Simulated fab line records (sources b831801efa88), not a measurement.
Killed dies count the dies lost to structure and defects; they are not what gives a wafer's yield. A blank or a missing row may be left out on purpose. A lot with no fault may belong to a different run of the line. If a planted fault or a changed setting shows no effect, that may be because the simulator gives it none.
Which tool did it? | flow gf180mcu | Sampling: 13 lots, 39 wafers, 3 of 602 route steps

## WHAT THE GAUGES SHOWED, per wafer
GF_V4_CD_MEAS_14 targets a cd of 260 nm.
lot  | measured     | on        | cd_nm (nm)
L409 | day 24 07:52 | cd_sem-01 | 261.3 261.0 261.1
L410 | day 24 23:14 | cd_sem-02 | 260.8 259.6 259.8
L412 | day 25 09:01 | cd_sem-01 | 257.9 257.9 260.8
L413 | day 25 20:31 | cd_sem-02 | 259.2 260.0 260.0
L414 | day 26 03:25 | cd_sem-02 | 258.9 260.2 260.1
L419 | day 27 22:26 | cd_sem-01 | 261.3 260.5 260.1
L421 | day 28 04:29 | cd_sem-01 | 261.9 261.9 262.1
L424 | day 29 16:46 | cd_sem-01 | 258.9 260.0 259.1
L425 | day 29 17:22 | cd_sem-01 | 259.4 259.6 259.5
L426 | day 29 19:45 | cd_sem-01 | 260.5 259.1 262.3
L427 | day 30 07:49 | cd_sem-01 | 258.7 259.4 258.6
L430 | day 30 17:46 | cd_sem-01 | 260.8 258.5 261.5
L432 | day 31 08:40 | cd_sem-02 | 260.2 261.1 262.2

GF_MIM_THK_MEAS_06.
lot  | measured     | on            | MIM_CVD_05_THK (nm)
L409 | day 24 09:40 | film_metro-03 | 41.8 42.5 42.2
L410 | day 25 01:00 | film_metro-02 | 41.6 41.4 41.8
L412 | day 25 10:47 | film_metro-03 | 42.0 42.1 42.1
L413 | day 25 22:15 | film_metro-03 | 41.6 42.4 42.9
L414 | day 26 05:12 | film_metro-04 | 41.9 42.2 42.4
L419 | day 28 00:12 | film_metro-02 | 41.5 41.5 42.6
L421 | day 28 06:15 | film_metro-04 | 42.3 42.0 42.5
L424 | day 29 18:35 | film_metro-03 | 42.8 42.2 42.5
L425 | day 29 19:08 | film_metro-03 | 42.4 42.7 42.5
L426 | day 29 21:31 | film_metro-02 | 42.0 42.1 42.7
L427 | day 30 09:35 | film_metro-04 | 41.4 41.3 41.3
L430 | day 30 19:32 | film_metro-04 | 41.1 42.2 41.8
L432 | day 31 10:26 | film_metro-02 | 41.4 41.5 41.5

## WHICH TOOL RAN EACH LOT (tool, then ch and the chambers of the sampled wafers, then the start)
lot  | GF_M4_STRIP_18
L409 | wet_bench-01 ch 3, day 23 08:06
L410 | wet_bench-02 ch 2, day 23 23:57
L412 | wet_bench-01 ch 0, day 24 10:15
L413 | wet_bench-02 ch 2, day 24 22:32
L414 | wet_bench-02 ch 0, day 25 05:14
L419 | wet_bench-02 ch 0, day 27 00:14
L421 | wet_bench-01 ch 0, day 27 07:35
L424 | wet_bench-02 ch 1, day 28 20:56
L425 | wet_bench-02 ch 2, day 28 21:47
L426 | wet_bench-04 ch 2, day 28 23:50
L427 | wet_bench-04 ch 3, day 29 12:11
L430 | wet_bench-04 ch 3, day 29 22:44
L432 | wet_bench-01 ch 3, day 30 14:23
- GF_M4_STRIP_18: strips in post etch residue remover, time 1200 s.

## WHAT THE TOOLS THEMSELVES READ (means of the sampled wafers that have a number; where no wafer has one, the mark that the record gives instead)
The record holds no such reading with a usual standard deviation.

## THE ANSWER, worked out from the rows above alone
Rule: the lots themselves supply what counts as usual. Put in order of their means at a reading, lots are off if they are a third of the lots or fewer, leave a main group of 4 or more, and stand apart from it by a gap of 3 or more times the standard deviation of the main group's means; of several such gaps the widest counts. A main group whose means are all the same, to the digits that the tables above print for the reading, isn't used. A lot without any number at a reading at which 4 lots or more have one is off too. The other lots that the step has rows for count as sound. Order of review: gauges by route order, followed by the tools' own readings, for which a lot's mean as printed above is used. At the first step where some lot is off, the reading lying furthest off is the one used; lots without a number count as furthest.
Nothing can be told from this: no lot is off at any reading shown.

## WHAT HAD BEEN PUT IN BY THE SIMULATOR
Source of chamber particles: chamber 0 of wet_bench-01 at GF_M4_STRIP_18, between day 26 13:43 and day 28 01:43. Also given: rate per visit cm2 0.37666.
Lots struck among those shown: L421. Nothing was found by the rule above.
